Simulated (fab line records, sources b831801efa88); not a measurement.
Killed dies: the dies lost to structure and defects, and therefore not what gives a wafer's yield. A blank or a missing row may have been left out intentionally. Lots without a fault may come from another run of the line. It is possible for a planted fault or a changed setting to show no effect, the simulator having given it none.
Problem report in the 8D (eight disciplines) form, filled by code | flow gf180mcu | the parts of the form that need people (team, actions taken, sign-off) are left out

## 1. PROBLEM STATEMENT
At GF_VT_IMPLANT_SOFTBAKE_25, heater power total W averages 61.88 W over 2 wafers from 2 lots, while fault-free wafers read 56.60 W, standard deviation 0.041. So: +99 or more standard deviations from the usual mean.
The step: time 60 s.
Seen first at day 11 16:31 on litho track-03, wafer L217.1. The record holds 42 wafers of 14 lots with a number at this step. Rule for "out" (also "out of limits"): further than 4 standard deviations from the usual mean. The rest of the wafers with a number are treated as sound.

## 2. WHAT IT IS, WHAT IT ISN'T
question                    | is                                 | is not
which readings at this step | heater power total W, run length s | -
which lots                  | L217, L219                         | L199, L200, L201, L202, L203, L204, L206, L207, L208, L209, L210, L221
which wafers of those lots  | L217.1, L219.4                     | L217.2, L217.6, L219.3, L219.6
read on which tools         | litho track-03                     | litho track-02, litho track-04
when                        | from day 11 16:31                  | up to then (35 sound wafers); but 5 sound wafers of L219, L221 came after

## 3. SUSPECTS, AND WHAT RULES EACH OUT
Counting: a tool at a process step up to the reading stays a suspect if it ran every lot that is out. Sound lots after the first of them don't rule it out here, since some wafers of a struck lot are sound.
- litho track-03 at GF_VT_IMPLANT_SOFTBAKE_25 (time 60 s): kept. Ran every lot that is out, first one L217 (day 11 16:31); last sound lot up to then L209 (day 9 06:13). Its own readings are out on those wafers: heater power total W, run length s.
Left after counting: litho track-03 at GF_VT_IMPLANT_SOFTBAKE_25.

## 4. THE CAUSE (what the simulator had put in)
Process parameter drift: litho track-03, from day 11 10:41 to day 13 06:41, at GF_VT_IMPLANT_SOFTBAKE_25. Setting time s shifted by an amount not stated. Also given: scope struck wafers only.
Only this tool survived the counting.

## 5. THE EFFECT CHAIN, in route order
Each row: a reading where the mean over the struck wafers with a number is more than 3 standard deviations away from the usual. Scope: only readings with a usual standard deviation given in the record; hours: median across lots of the time from each lot's start at the first step in this table that gives one to its start at this step; sigmas: change in usual standard deviations.
hours | step                      | reading              | usual   | on struck wafers | change | sigmas
0     | GF_VT_IMPLANT_SOFTBAKE_25 | heater power total W | 56.60 W | 61.88            | +5.28  | +99 or more
0     | GF_VT_IMPLANT_SOFTBAKE_25 | run length s         | 89.07 s | 74.95            | -14.11 | -94
It contains these process steps:
- GF_VT_IMPLANT_SOFTBAKE_25: time 60 s.
Later measuring or inspecting steps at which every struck wafer that the step has a row for has a number for every such reading, and none has moved that far: GF_VT_IMPLANT_OVL_MEAS_29.

## 6. HOW IT WOULD HAVE BEEN CAUGHT EARLIER
First out-of-limits reading in this record: day 11 16:31, which is 6 hours after fault onset at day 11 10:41.
